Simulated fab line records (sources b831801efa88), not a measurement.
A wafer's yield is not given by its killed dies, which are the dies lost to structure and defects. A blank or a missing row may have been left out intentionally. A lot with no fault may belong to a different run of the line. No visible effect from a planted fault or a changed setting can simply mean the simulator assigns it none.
Matching of chambers -- flow sky130 -- SKY_VIA2_ETCH_15 on rieDiel-01: 4 sister chambers
The step etches SiO2 in C4F8/O2/Ar, stops on TiN, target depth 546 nm, time 84 s. 8 wafers are shown with their chamber, then 6 later ones without.

## WAFERS PAIRED WITH THEIR CHAMBERS
wafer,chamber,oesProductAu (a.u.)
L421.1,3,0.939
L425.4,0,0.944
L425.6,1,0.940
L427.1,0,0.937
L427.2,2,0.938
L427.3,1,0.934
L430.1,2,0.945
L430.3,3,0.939

## WAFERS WHOSE CHAMBER IS MISSING
wafer,oesProductAu (a.u.)
L430.5,0.945
L433.2,0.939
L433.3,0.937
L433.6,0.937
L437.2,0.944
L437.4,0.948

## WHICH CHAMBER EACH WENT THROUGH
wafer,from the rows above,in truth
L430.5,can't be placed: 2 or 0 or 3 or 1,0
L433.2,can't be placed: 3 or 0 or 1 or 2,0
L433.3,can't be placed: 1 or 3 or 0 or 2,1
L433.6,can't be placed: 1 or 3 or 0 or 2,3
L437.2,can't be placed: 2 or 0 or 3 or 1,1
L437.4,can't be placed: 2 or 0 or 3 or 1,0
Correct placement for 0 of the 6. Can't be placed from these rows: 6 (the true chamber is among the candidates in 6). Number placed wrongly: 0.
How it was worked out, from the rows above alone: a wafer's distance from a chamber is the root of the sum, over the readings, of the square of ((its reading less the chamber's mean) divided by the reading's scatter). If the next closest chamber is less than 2 further off than the closest, the wafer can't be placed; otherwise it belongs to the closest. The mean given for a chamber averages the wafers shown for that chamber. How the scatter is found: for the shown wafers, subtract from each reading the mean of its chamber, square and add these, divide the total by (wafers less chambers), then take the root.
